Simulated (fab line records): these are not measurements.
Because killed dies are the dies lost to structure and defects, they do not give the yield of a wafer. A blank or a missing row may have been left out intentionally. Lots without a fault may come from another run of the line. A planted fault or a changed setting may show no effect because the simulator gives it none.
fab line records	flow gf180mcu
[record] lots = 12	wafers = 36	last_day = 34
route steps=602 shown STI@1 VT_IMPLANT@99
lots untouched by any fault: they come from a run of this same line in which no faults occurred
start_h: hours from the record's first day to the start of the lot's first wafer shown	wait_h: hours since the lot's step before	" repeats the value in the row above	L1.1+2: one row covering several wafers at once	- value missing, or start not given	* or withheld: withheld	< > ~ a bound
route shown NAME@n: NAME is a module with steps in the file, n the number in the route of the first one	usual: mean/standard deviation of fault-free wafers	same: alike in all rows	chamber/n: place in a boat	sites: per-site readings	_std_site: their standard deviation	_edge_site: outer sites' mean less inner sites'	radius_mm: for every site, how far away it sits from the centre of the wafer	mask NAME#n: copy n	behind: tool/chamber where the wafer was last shaped	hold: why the lot went on hold/how many hours it stayed there/how the hold came to an end	device: which transistor (n, p or np) failed to switch	end of line: the route-end tests of the same wafers	where a step has no rows: the recipe by itself	killed: count of dies lost to structure and defects at first sort (not the wafer's yield)	map: a wafer's dies, marking killed ones x, the rest . and places with no die _
set.NAME: the setting as run; set.NAME@STEP: as run at that earlier step	model.NAME: the simulator's own value behind a step, which no gauge read
one table for each step of the route and one row for each wafer, over a sample of lots
services: when a tool's chamber went out of use (start_h, in hours from the record's first day, below 0 if earlier), for how many hours, and the reason
[[steps]]
[step GF_STI_BOW_MEAS_00]
[recipe] mode = bow
[usual] INCOMING_BOW = -1/6.2
lot.wafer	tool	chamber	start_h	wait_h	INCOMING_BOW[um]
L535.4	film_metro-01	-	25.06	-	-11
L535.5	"	-	"	"	-6
L535.6	"	-	"	"	1
L536.2	film_metro-01	-	30.02	-	1
L536.5	"	-	"	"	-4
L536.6	"	-	"	"	0
L538.2	film_metro-02	-	40.02	-	-1
L538.3	"	-	"	"	-1
L538.5	"	-	"	"	-1
L540.3	film_metro-03	-	50.04	-	-4
L540.5	"	-	"	"	3
L540.6	"	-	"	"	-3
L542.1	film_metro-01	-	60.00	-	6
L542.2	"	-	"	"	-7
L542.4	"	-	"	"	1
L544.1	film_metro-03	-	70.00	-	1
L544.3	"	-	"	"	-1
L544.5	"	-	"	"	0
L545.1	film_metro-03	-	75.00	-	1
L545.4	"	-	"	"	7
L545.5	"	-	"	"	-6
L546.2	film_metro-02	-	80.02	-	3
L546.3	"	-	"	"	4
L546.5	"	-	"	"	-13
L552.1	film_metro-03	-	110.00	-	5
L552.4	"	-	"	"	3
L552.6	"	-	"	"	1
L553.2	film_metro-03	-	115.02	-	0
L553.4	"	-	"	"	12
L553.6	"	-	"	"	6
L554.2	film_metro-01	-	120.02	-	4
L554.3	"	-	"	"	4
L554.4	"	-	"	"	-1
L555.2	film_metro-01	-	125.02	-	-2
L555.3	"	-	"	"	10
L555.6	"	-	"	"	-11
[step GF_STI_ETCH_14]
[recipe] target = Si	chemistry = HBr/Cl2/O2	target_depth_nm = 360	icp_w = 600	bias_w = 150	pressure_mtorr = 15	HBr_flow_sccm = 150	Cl2_flow_sccm = 40	O2_flow_sccm = 6	time_s = 102.9
[usual] O2_flow_sccm = 6.000/0.018	chamber_pressure_mTorr = 14.999/0.014	drypump_motor_current_A = 5.7/0.48	oes_product_au = 0.998/0.011	throttle_valve_pct = 25.657/0.011
lot.wafer	tool	chamber	start_h	wait_h	O2_flow_sccm	chamber_pressure_mTorr	drypump_motor_current_A	oes_product_au	rf_hours_counter_h	throttle_valve_pct
L535.4	rie_si-02	2	41.22	0.0	6.004	15.004	4.9	1.009	3	25.631
L535.5	"	2	"	"	6.000	14.987	4.9	1.019	-	25.645
L535.6	"	1	"	"	5.988	14.981	6.1	1.001	-	25.655
L536.2	rie_si-01	3	46.57	0.0	5.982	14.989	6.1	1.004	2	25.648
L536.5	"	1	"	"	6.018	15.012	5.3	0.975	-	25.650
L536.6	"	0	"	"	6.033	14.997	6.1	0.990	-	25.668
L538.2	rie_si-01	0	56.46	0.0	6.024	15.004	6.0	0.996	44	25.654
L538.3	"	3	"	"	5.982	14.986	6.1	1.011	2	25.629
L538.5	"	3	"	"	6.013	15.003	6.1	1.019	-	25.657
L540.3	rie_si-02	3	66.72	0.0	6.028	15.005	5.7	0.998	126	25.649
L540.5	"	0	"	"	5.990	15.027	6.3	1.002	-	25.647
L540.6	"	3	"	"	6.011	15.010	5.7	0.996	-	25.672
L542.1	rie_si-02	0	78.16	0.0	6.001	14.974	6.3	0.995	34	25.641
L542.2	"	3	"	"	5.991	14.984	5.6	0.986	126	25.661
L542.4	"	1	"	"	5.991	14.994	6.1	0.988	123	25.656
L544.1	rie_si-01	0	87.72	0.0	5.997	15.017	6.1	0.991	44	25.664
L544.3	"	3	"	"	5.972	15.004	6.1	1.003	3	25.652
L544.5	"	1	"	"	5.981	15.012	5.3	0.990	-	25.671
L545.1	rie_si-01	1	92.67	0.0	5.984	15.017	5.3	0.984	14	25.656
L545.4	"	0	"	"	6.017	14.999	6.0	0.996	44	25.647
L545.5	"	1	"	"	6.032	14.987	5.3	0.982	-	25.667
L546.2	rie_si-02	1	97.97	0.0	6.007	14.981	6.1	0.985	123	25.668
L546.3	"	2	"	"	5.977	14.982	4.9	1.008	3	25.645
L546.5	"	2	"	"	5.966	15.005	4.9	1.023	-	25.643
L552.1	rie_si-01	1	128.41	0.0	5.975	15.011	5.3	0.979	14	25.681
L552.4	"	3	"	"	6.014	14.996	6.1	1.014	3	25.639
L552.6	"	3	"	"	6.036	15.011	6.1	1.003	-	25.663
L553.2	rie_si-02	3	134.21	0.0	5.996	15.021	5.7	0.995	127	25.664
L553.4	"	0	"	"	6.028	14.987	6.3	0.996	35	25.664
L553.6	"	0	"	"	6.011	14.986	6.3	0.998	-	25.664
L554.2	rie_si-02	0	140.96	0.0	6.007	15.002	6.3	0.995	35	25.645
L554.3	"	3	"	"	5.977	14.998	5.7	0.984	127	25.664
L554.4	"	2	"	"	6.000	14.981	4.9	0.999	4	25.668
L555.2	rie_si-02	1	145.31	0.0	6.007	14.994	6.1	0.986	123	25.656
L555.3	"	3	"	"	6.005	15.009	5.7	0.984	127	25.652
L555.6	"	2	"	"	6.007	14.985	4.9	0.999	-	25.650
[step GF_STI_CVD_23]
[recipe] material = SiO2	target_thk_nm = 650	sigma_open_frac = 0.3	time_s = 108.3	temp_c = 600	sih4_flow_sccm = 60	pressure_mtorr = 6
lot.wafer	tool	chamber	start_h	wait_h
L535.4+5+6	hdpcvd-02	2,1,0	42.98	0.1
L536.2+5+6	hdpcvd-01	2,0,2	48.28	0.0
L538.2+3+5	hdpcvd-02	0,1,0	58.55	0.0
L540.3+5+6	hdpcvd-02	2,1,0	68.51	0.0
L542.1+2+4	hdpcvd-01	2,0,0	79.87	0.1
L544.1+3+5	hdpcvd-02	2,1,1	89.45	0.1
L545.1+4+5	hdpcvd-02	0,1,2	94.57	0.1
L546.2+3+5	hdpcvd-01	0,1,0	99.68	0.0
L552.1+4+6	hdpcvd-01	0,1,0	131.93	0.1
L553.2+4+6	hdpcvd-01	2,0,1	135.92	0.0
L554.2+3+4	hdpcvd-01	0,2,0	142.69	0.0
L555.2+3+6	hdpcvd-02	1,2,1	149.55	0.0
[step GF_STI_THK_MEAS_24]
[recipe] reads = SiO2_of_STI_CVD_23
[usual] STI_CVD_23_THK = 648/5.7
lot.wafer	tool	chamber	start_h	wait_h	STI_CVD_23_THK[nm]
L535.4	film_metro-01	-	43.05	0.0	650
L535.5	"	-	"	"	647
L535.6	"	-	"	"	655
L536.2	film_metro-03	-	48.36	0.0	642
L536.5	"	-	"	"	650
L536.6	"	-	"	"	643
L538.2	film_metro-01	-	58.64	0.0	642
L538.3	"	-	"	"	639
L538.5	"	-	"	"	645
L540.3	film_metro-03	-	68.61	0.1	649
L540.5	"	-	"	"	648
L540.6	"	-	"	"	647
L542.1	film_metro-01	-	79.95	0.0	641
L542.2	"	-	"	"	657
L542.4	"	-	"	"	650
L544.1	film_metro-01	-	89.53	0.0	654
L544.3	"	-	"	"	650
L544.5	"	-	"	"	648
L545.1	film_metro-01	-	94.65	0.0	642
L545.4	"	-	"	"	645
L545.5	"	-	"	"	646
L546.2	film_metro-02	-	99.77	0.0	647
L546.3	"	-	"	"	647
L546.5	"	-	"	"	652
L552.1	film_metro-02	-	132.00	0.0	753
L552.4	"	-	"	"	645
L552.6	"	-	"	"	746
L553.2	film_metro-03	-	136.00	0.0	644
L553.4	"	-	"	"	757
L553.6	"	-	"	"	638
L554.2	film_metro-03	-	142.78	0.0	756
L554.3	"	-	"	"	649
L554.4	"	-	"	"	754
L555.2	film_metro-01	-	149.64	0.0	656
L555.3	"	-	"	"	652
L555.6	"	-	"	"	655
[step GF_STI_CMP_25]
[recipe] stop_on = Si3N4	t_overpolish_s = 33	down_force_psi = 4	platen_rpm = 60	target_thk_nm = 524.6	pad_velocity_m_s = 0.94248
[usual] motor_current_A = 12.4/0.96	time_to_endpoint_s = 126/4.3
lot.wafer	tool	chamber	start_h	wait_h	motor_current_A	time_to_endpoint_s
L535.4	cmp-01	1	43.08	0.0	11.7	126
L535.5	"	1	"	"	12.1	128
L535.6	"	2	"	"	12.1	130
L536.2	cmp-02	2	48.51	0.1	12.3	119
L536.6	"	0	"	"	14.2	121
L536.5	"	1	"	"	10.5	122
L538.3	cmp-02	0	58.69	0.0	14.4	122
L538.2	"	1	"	"	11.0	116
L538.5	"	1	"	"	11.4	122
L540.3	cmp-01	2	68.72	0.1	12.1	126
L540.6	"	1	"	"	12.1	124
L540.5	"	2	"	"	12.1	124
L542.1	cmp-01	1	80.01	0.1	12.4	127
L542.2	"	2	"	"	11.9	123
L542.4	"	0	"	"	11.3	128
L544.1	cmp-01	0	89.59	0.1	10.7	124
L544.3	"	2	"	"	12.5	121
L544.5	"	1	"	"	12.1	120
L545.4	cmp-01	1	94.76	0.1	12.3	125
L545.1	"	2	"	"	12.0	121
L545.5	"	1	"	"	12.2	119
L546.3	cmp-01	1	99.87	0.1	12.0	124
L546.2	"	2	"	"	11.9	121
L546.5	"	0	"	"	11.9	124
L552.1	cmp-01	1	132.11	0.1	12.6	149
L552.4	"	3	"	"	13.3	124
L552.6	"	0	"	"	11.4	147
L553.2	cmp-01	2	136.29	0.3	11.7	132
L553.4	"	3	"	"	13.7	159
L553.6	"	1	"	"	12.3	127
L554.3	cmp-01	2	142.83	0.0	12.0	132
L554.2	"	0	"	"	12.1	151
L554.4	"	1	"	"	11.7	149
L555.3	cmp-02	3	149.78	0.1	12.4	134
L555.2	"	1	"	"	10.5	130
L555.6	"	3	"	"	12.4	134
[step GF_VT_IMPLANT_STRIP_09]
[recipe] chemistry = O2/N2	power_w = 1400	pressure_mtorr = 1500	platen_temp_c = 250	o2_flow_sccm = 3000	n2_flow_sccm = 300	overash_fraction = 0.5
[usual] chamber_pressure_mTorr = 1499.8/1.5	drypump_motor_current_A = 5.5/0.36	heater_power_w = 315/19	oes_product_au = 0.717/0.0048	strip_time_to_endpoint_s = 12.62/0.037
lot.wafer	tool	chamber	start_h	wait_h	chamber_pressure_mTorr	drypump_motor_current_A	heater_power_w	oes_product_au	rf_hours_counter_h	strip_time_to_endpoint_s
L535.4	plasma_asher-02	1	131.50	0.1	1501.9	5.2	298	0.705	-	12.66
L535.5	"	0	"	"	1499.4	5.4	317	0.714	-	12.64
L535.6	"	1	"	"	1499.8	5.2	285	0.715	-	12.66
L536.2	plasma_asher-02	0	138.40	0.1	1503.1	5.4	321	0.718	2	12.58
L536.5	"	0	"	"	1498.6	5.4	315	0.714	-	12.60
L536.6	"	1	"	"	1503.6	5.2	290	0.712	-	12.58
L538.2	plasma_asher-02	0	151.90	0.1	1499.0	5.4	327	0.718	4	12.61
L538.3	"	1	"	"	1499.6	5.2	282	0.721	-	12.59
L538.5	"	0	"	"	1500.0	5.4	324	0.723	-	12.60
L540.3	plasma_asher-03	0	160.90	0.1	1500.6	5.7	313	0.712	-	12.67
L540.5	"	1	"	"	1495.3	6.3	323	0.706	-	12.66
L540.6	"	0	"	"	1498.8	5.6	317	0.710	-	12.63
L542.1	plasma_asher-02	0	173.20	0.1	1501.3	5.4	318	0.722	6	12.60
L542.2	"	1	"	"	1501.1	5.2	280	0.713	6	12.60
L542.4	"	0	"	"	1497.3	5.4	325	0.715	-	12.64
L544.1	plasma_asher-02	1	186.46	0.1	1500.2	5.2	289	0.711	7	12.65
L544.3	"	1	"	"	1500.2	5.2	293	0.718	-	12.63
L544.5	"	0	"	"	1499.5	5.4	320	0.715	-	12.64
L545.1	plasma_asher-02	0	190.71	0.1	1500.3	5.4	319	0.713	8	12.60
L545.4	"	1	"	"	1500.1	5.2	286	0.717	-	12.62
L545.5	"	1	"	"	1500.3	5.2	291	0.723	-	12.62
L546.2	plasma_asher-01	1	198.90	0.1	1499.4	5.3	324	0.721	54	12.56
L546.3	"	0	"	"	1499.2	5.7	351	0.712	-	12.56
L546.5	"	0	"	"	1498.6	5.6	347	0.711	-	12.57
L552.1	plasma_asher-03	0	237.26	0.1	1497.8	5.7	305	0.717	48	12.68
L552.4	"	1	"	"	1501.1	6.4	323	0.720	-	12.60
L552.6	"	1	"	"	1499.7	6.3	319	0.715	-	12.61
L553.2	plasma_asher-02	0	241.31	0.1	1497.4	5.4	319	0.715	10	12.61
L553.4	"	0	"	"	1499.6	5.4	320	0.709	-	12.59
L553.6	"	0	"	"	1499.2	5.4	306	0.717	-	12.64
L554.2	plasma_asher-01	0	250.36	0.1	1500.4	5.6	352	0.717	60	12.62
L554.3	"	0	"	"	1499.9	5.6	349	0.713	-	12.68
L554.4	"	1	"	"	1497.3	5.3	328	0.714	-	12.64
L555.2	plasma_asher-02	1	259.76	0.1	1502.2	5.2	293	0.717	12	12.61
L555.3	"	1	"	"	1498.6	5.2	291	0.718	-	12.62
L555.6	"	0	"	"	1497.4	5.4	328	0.724	-	12.58
[[services]]
tool	chamber	start_h	hours	kind
cmp-02	-	26.08	0.6	repair
plasma_asher-01	-	44.98	2.4	repair
cmp-02	-	66.16	4.0	pm
cmp-02	-	94.05	3.0	repair
plasma_asher-02	-	108.75	9.0	pm
plasma_asher-02	0	108.75	9.0	vent_cycle
plasma_asher-02	1	108.75	9.0	vent_cycle
cmp-01	-	114.61	0.2	repair
plasma_asher-02	0	117.75	-	clean
plasma_asher-02	1	117.75	-	clean
cmp-01	-	118.01	3.9	pm
hdpcvd-02	0	151.98	26.2	repair
rie_si-02	3	155.14	7.3	repair
rie_si-02	-	172.32	2.8	pm
hdpcvd-01	-	179.19	1.0	repair
rie_si-02	3	182.87	-	clean
rie_si-02	3	182.87	15.4	scheduled_down
cmp-01	-	201.47	0.9	repair
plasma_asher-02	-	206.04	25.1	pm
cmp-02	-	210.23	6.3	pm
cmp-01	-	232.00	4.0	pm
cmp-01	-	236.00	-	consumable_replace:conditioner
cmp-01	-	236.00	-	consumable_replace:pad
plasma_asher-03	-	259.53	2.5	repair
[[key]]
[first_sign] step = GF_STI_THK_MEAS_24	reading = STI_CVD_23_THK	direction = up	sigmas = 18	usual = 648	struck = 753
[effect] step = GF_STI_CMP_25	reading = time_to_endpoint_s	direction = up	sigmas = 5.6	usual = *	struck = *
met_at GF_STI_CVD_23
struck_lots L552,L553,L554
struck_wafers L552.1,L552.6,L553.4,L554.2,L554.4
tester_left_out L552,L553,L554
not_acting_at GF_STI_BOW_MEAS_00,GF_STI_ETCH_14,GF_VT_IMPLANT_STRIP_09
onset_between 99.68 131.93
[fault] kind = process_parameter_drift	tool = hdpcvd-01	chamber = 0	onset_h = 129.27	steps = GF_STI_CVD_23	channel = target_thk_nm	offset = 102.12	shape = step	end_h = 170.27	acts_in = these_recipes_only	stated = 650
// tester_left_out: of these lots the tester's yield and bins aren't shown, on N5 and GAA mostly nor the transistor test; their killed dies are dies lost to structure and defects alone, not to doping, threshold or leakage, so they don't give the yield
